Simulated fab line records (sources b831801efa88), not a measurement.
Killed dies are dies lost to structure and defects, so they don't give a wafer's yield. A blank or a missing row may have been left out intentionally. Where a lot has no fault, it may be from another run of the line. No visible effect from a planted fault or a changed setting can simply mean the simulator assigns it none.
Problem report in the 8D (eight disciplines) form, filled by code | flow gf180mcu | the parts of the form that need people (team, actions taken, sign-off) are left out

== 1. WHAT WENT WRONG ==
cd nm at GF_HV_LDD_CD_MEAS_19 reads a mean of 369.1 nm on 9 wafers of 3 lots; wafers without a fault read 399.5 nm with a standard deviation of 1.9. That is -16 standard deviations from the usual mean.
The step: target cd 400 nm.
Seen first at day 11 23:37 on cd sem-01, wafer L932.1. The record has a number at this step for 42 wafers belonging to 14 lots. Rule for "out" (also "out of limits"): further than 4 standard deviations from the usual mean. The rest of the wafers with a number are treated as sound.

== 2. WHAT IT IS; WHAT IT IS NOT ==
question                    | is                     | is not
which readings at this step | cd nm                  | -
which lots                  | L932, L933, L935       | L928, L929, L931, L934, L936, L937, L943, L945, L948, L950, L951
which wafers of those lots  | all that have a number | -
read on which gauges        | cd sem-01              | cd sem-02
when                        | from day 11 23:37      | up to then (9 sound wafers); but 24 sound wafers of L934, L936, L937, L943, L945, L948, L950, L951 came after

== 3. WHAT RULES OUT EACH SUSPECT ==
Counting: a tool stays on the suspect list if, at a process step up to the reading, it processed all lots that are out and no sound lot following the first of them.
- the gauge at GF_HV_LDD_CD_MEAS_19: kept. All the wafers that are out were read on cd sem-01, and no step on other tools shows them out.
- litho track-02 at GF_HV_LDD_DEVELOP_18 (develop time 60 s): ruled out as a lasting fault. After its first lot that is out, L932 (day 11 23:28), sound lots L950, L951 ran on it.
After counting, what remains is cd sem-01 at GF_HV_LDD_CD_MEAS_19.

== 4. THE CAUSE (what the simulator had put in) ==
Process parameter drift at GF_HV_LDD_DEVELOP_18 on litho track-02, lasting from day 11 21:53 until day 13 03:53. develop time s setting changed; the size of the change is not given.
The count ruled it out by mistake, since the rule takes a fault to strike every lot its tool runs from the start of the fault on, and this one did not do so.

== 5. THE EFFECT CHAIN, in route order ==
Each row: a reading whose mean over the struck wafers that have a number lies more than 3 standard deviations from the usual. Only readings whose record carries a usual standard deviation are examined. hours: median over the lots of the time between each lot's start at the first step of this table that gives one and its start at this step. sigmas: the change, counted in usual standard deviations.
hours | step                 | reading | usual    | on struck wafers | change | sigmas
0     | GF_HV_LDD_CD_MEAS_19 | cd nm   | 399.5 nm | 369.1            | -30.4  | -16
At these later measuring or inspecting steps, every struck wafer for which the step has a row has a number for every such reading, and none has moved that far: GF_HV_LDD_CD_MEAS_31.

== 6. HOW IT WOULD HAVE BEEN CAUGHT EARLIER ==
2 hours passed between the start of the fault at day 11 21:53 and the first reading out of limits at a measuring or inspecting step in this record, taken at day 11 23:37.
Of the tool readings at GF_HV_LDD_DEVELOP_18 for which the record gives a usual standard deviation, none was out on any struck wafer, so an alarm limit of 4 standard deviations on them would not have fired.
